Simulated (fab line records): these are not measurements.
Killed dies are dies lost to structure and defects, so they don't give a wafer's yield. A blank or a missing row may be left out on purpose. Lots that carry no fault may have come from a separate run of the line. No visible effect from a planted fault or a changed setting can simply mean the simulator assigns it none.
The tool behind it: which one? || flow sky130 || Sampling: 12 lots, 35 wafers, 3 of 708 route steps

== WHAT THE GAUGES SHOWED, per wafer ==
SKY_CAPM_OVL_MEAS_12. Usual: for CAPM_OVL the level is 0.1 nm and the standard deviation is 1.3.
{"lot": "L446", "measured": "day 37 18:56", "on": "overlay-02", "CAPM_OVL (nm)": "1.2 0.8 0.0", "flag": ""}
{"lot": "L447", "measured": "day 37 22:11", "on": "overlay-01", "CAPM_OVL (nm)": "0.9 -0.1 0.3", "flag": ""}
{"lot": "L449", "measured": "day 38 22:31", "on": "overlay-01", "CAPM_OVL (nm)": "1.0 1.0 0.3", "flag": ""}
{"lot": "L450", "measured": "day 39 00:46", "on": "overlay-02", "CAPM_OVL (nm)": "1.7 0.4 1.3", "flag": ""}
{"lot": "L451", "measured": "day 39 08:07", "on": "overlay-01", "CAPM_OVL (nm)": "-1.9 -3.6 -3.4", "flag": ""}
{"lot": "L455", "measured": "day 40 14:05", "on": "overlay-01", "CAPM_OVL (nm)": "0.9 0.3 0.8", "flag": ""}
{"lot": "L457", "measured": "day 41 08:31", "on": "overlay-01", "CAPM_OVL (nm)": "-2.0 -2.3", "flag": ""}
{"lot": "L458", "measured": "day 41 14:52", "on": "overlay-02", "CAPM_OVL (nm)": "0.4 1.4 0.0", "flag": ""}
{"lot": "L464", "measured": "day 43 04:55", "on": "overlay-01", "CAPM_OVL (nm)": "1.3 1.7 0.6", "flag": ""}
{"lot": "L468", "measured": "day 44 05:49", "on": "overlay-02", "CAPM_OVL (nm)": "1.4 1.9 0.4", "flag": ""}
{"lot": "L466", "measured": "day 44 08:55", "on": "overlay-02", "CAPM_OVL (nm)": "1.9 2.3 0.6", "flag": ""}
{"lot": "L467", "measured": "day 44 09:13", "on": "overlay-01", "CAPM_OVL (nm)": "1.4 -0.5 -0.9", "flag": ""}

== TOOL THAT RAN EACH LOT (tool first, then ch and the chambers of the sampled wafers, then the start) ==
{"lot": "L446", "SKY_METAL2_METAL_ETCH_19": "rie-metal-03 ch 0,1, day 35 11:20", "SKY_METAL3_SPUTTER_02": "pvd-sputter-04, day 36 16:20"}
{"lot": "L447", "SKY_METAL2_METAL_ETCH_19": "rie-metal-03 ch 0,1, day 35 14:32", "SKY_METAL3_SPUTTER_02": "pvd-sputter-04, day 36 19:59"}
{"lot": "L449", "SKY_METAL2_METAL_ETCH_19": "rie-metal-01 ch 0,1, day 36 15:43", "SKY_METAL3_SPUTTER_02": "pvd-sputter-03, day 37 20:35"}
{"lot": "L450", "SKY_METAL2_METAL_ETCH_19": "rie-metal-02 ch 0, day 36 17:17", "SKY_METAL3_SPUTTER_02": "pvd-sputter-04, day 37 22:28"}
{"lot": "L451", "SKY_METAL2_METAL_ETCH_19": "rie-metal-02 ch 0, day 37 00:49", "SKY_METAL3_SPUTTER_02": "pvd-sputter-02, day 38 05:58"}
{"lot": "L455", "SKY_METAL2_METAL_ETCH_19": "rie-metal-01 ch 0,1, day 38 11:29", "SKY_METAL3_SPUTTER_02": "pvd-sputter-04, day 39 15:19"}
{"lot": "L457", "SKY_METAL2_METAL_ETCH_19": "rie-metal-01 ch 0,1, day 39 04:23", "SKY_METAL3_SPUTTER_02": "pvd-sputter-04, day 40 07:43"}
{"lot": "L458", "SKY_METAL2_METAL_ETCH_19": "rie-metal-03 ch 0, day 39 13:01", "SKY_METAL3_SPUTTER_02": "pvd-sputter-02, day 40 15:19"}
{"lot": "L464", "SKY_METAL2_METAL_ETCH_19": "rie-metal-02 ch 0, day 41 03:20", "SKY_METAL3_SPUTTER_02": "pvd-sputter-03, day 42 05:08"}
{"lot": "L468", "SKY_METAL2_METAL_ETCH_19": "rie-metal-01 ch 1, day 42 05:32", "SKY_METAL3_SPUTTER_02": "pvd-sputter-03, day 43 07:16"}
{"lot": "L466", "SKY_METAL2_METAL_ETCH_19": "rie-metal-02 ch 0,1, day 42 07:46", "SKY_METAL3_SPUTTER_02": "pvd-sputter-04, day 43 10:28"}
{"lot": "L467", "SKY_METAL2_METAL_ETCH_19": "rie-metal-03 ch 0,1, day 42 08:07", "SKY_METAL3_SPUTTER_02": "pvd-sputter-03, day 43 10:38"}
- SKY_METAL2_METAL_ETCH_19: etches the open film in Cl2/BCl3, stops on SiO2, target depth 360 nm, time 78 s.
- SKY_METAL3_SPUTTER_02: material AlCu, target thk 735 nm, time 39.1 s.

== WHAT THE TOOLS THEMSELVES READ (means of the sampled wafers that have a number; where no wafer has one, the mark that the record gives instead) ==
SKY_METAL2_METAL_ETCH_19. Usual: drypump-motor-current-A 5.58 A, standard deviation 0.16; oes-product-au 0.855 a.u., standard deviation 0.0061; throttle-valve-pct 22.263 %, standard deviation 0.0085.
{"lot": "L446", "tool": "rie-metal-03", "drypump-motor-current-A (A)": 5.62, "oes-product-au (a.u.)": 0.850, "throttle-valve-pct (%)": 22.268, "flag": ""}
{"lot": "L447", "tool": "rie-metal-03", "drypump-motor-current-A (A)": 5.61, "oes-product-au (a.u.)": 0.848, "throttle-valve-pct (%)": 22.265, "flag": ""}
{"lot": "L449", "tool": "rie-metal-01", "drypump-motor-current-A (A)": 5.65, "oes-product-au (a.u.)": 0.860, "throttle-valve-pct (%)": 22.262, "flag": ""}
{"lot": "L450", "tool": "rie-metal-02", "drypump-motor-current-A (A)": 5.29, "oes-product-au (a.u.)": 0.861, "throttle-valve-pct (%)": 22.258, "flag": ""}
{"lot": "L451", "tool": "rie-metal-02", "drypump-motor-current-A (A)": 5.28, "oes-product-au (a.u.)": 0.855, "throttle-valve-pct (%)": 22.264, "flag": ""}
{"lot": "L455", "tool": "rie-metal-01", "drypump-motor-current-A (A)": 5.65, "oes-product-au (a.u.)": 0.853, "throttle-valve-pct (%)": 22.260, "flag": ""}
{"lot": "L457", "tool": "rie-metal-01", "drypump-motor-current-A (A)": 5.65, "oes-product-au (a.u.)": 0.846, "throttle-valve-pct (%)": 22.261, "flag": ""}
{"lot": "L458", "tool": "rie-metal-03", "drypump-motor-current-A (A)": 5.60, "oes-product-au (a.u.)": 0.855, "throttle-valve-pct (%)": 22.273, "flag": ""}
{"lot": "L464", "tool": "rie-metal-02", "drypump-motor-current-A (A)": 5.28, "oes-product-au (a.u.)": 0.859, "throttle-valve-pct (%)": 22.266, "flag": ""}
{"lot": "L468", "tool": "rie-metal-01", "drypump-motor-current-A (A)": 5.66, "oes-product-au (a.u.)": 0.851, "throttle-valve-pct (%)": 22.266, "flag": ""}
{"lot": "L466", "tool": "rie-metal-02", "drypump-motor-current-A (A)": 5.63, "oes-product-au (a.u.)": 0.859, "throttle-valve-pct (%)": 22.254, "flag": ""}
{"lot": "L467", "tool": "rie-metal-03", "drypump-motor-current-A (A)": 5.61, "oes-product-au (a.u.)": 0.855, "throttle-valve-pct (%)": 22.263, "flag": ""}

SKY_METAL3_SPUTTER_02. Usual: throttle-valve-pct 29.8 %, standard deviation 1.2.
{"lot": "L446", "tool": "pvd-sputter-04", "throttle-valve-pct (%)": 28.2, "flag": ""}
{"lot": "L447", "tool": "pvd-sputter-04", "throttle-valve-pct (%)": 29.8, "flag": ""}
{"lot": "L449", "tool": "pvd-sputter-03", "throttle-valve-pct (%)": 30.9, "flag": ""}
{"lot": "L450", "tool": "pvd-sputter-04", "throttle-valve-pct (%)": 28.9, "flag": ""}
{"lot": "L451", "tool": "pvd-sputter-02", "throttle-valve-pct (%)": 29.8, "flag": ""}
{"lot": "L455", "tool": "pvd-sputter-04", "throttle-valve-pct (%)": 28.1, "flag": ""}
{"lot": "L457", "tool": "pvd-sputter-04", "throttle-valve-pct (%)": 30.1, "flag": ""}
{"lot": "L458", "tool": "pvd-sputter-02", "throttle-valve-pct (%)": 31.0, "flag": ""}
{"lot": "L464", "tool": "pvd-sputter-03", "throttle-valve-pct (%)": 30.6, "flag": ""}
{"lot": "L468", "tool": "pvd-sputter-03", "throttle-valve-pct (%)": 31.0, "flag": ""}
{"lot": "L466", "tool": "pvd-sputter-04", "throttle-valve-pct (%)": 28.8, "flag": ""}
{"lot": "L467", "tool": "pvd-sputter-03", "throttle-valve-pct (%)": 30.8, "flag": ""}

== THE ANSWER, worked out from the rows above alone ==
Rule: a lot counts as off when the mean over its wafers that have a number is more than 3 standard deviations away from the usual mean. Also off: a lot with no number at a reading for which 4 or more lots have one. The other lots that the step has rows for count as sound. First the gauges in route order, then the tools' own readings, where a lot's mean is used as printed above. At the first step where some lot is off, the reading lying furthest off is the one used; lots without a number count as furthest.
Across all readings shown, no lot is off: no conclusion can be drawn from this.

== WHAT HAD BEEN PUT IN BY THE SIMULATOR ==
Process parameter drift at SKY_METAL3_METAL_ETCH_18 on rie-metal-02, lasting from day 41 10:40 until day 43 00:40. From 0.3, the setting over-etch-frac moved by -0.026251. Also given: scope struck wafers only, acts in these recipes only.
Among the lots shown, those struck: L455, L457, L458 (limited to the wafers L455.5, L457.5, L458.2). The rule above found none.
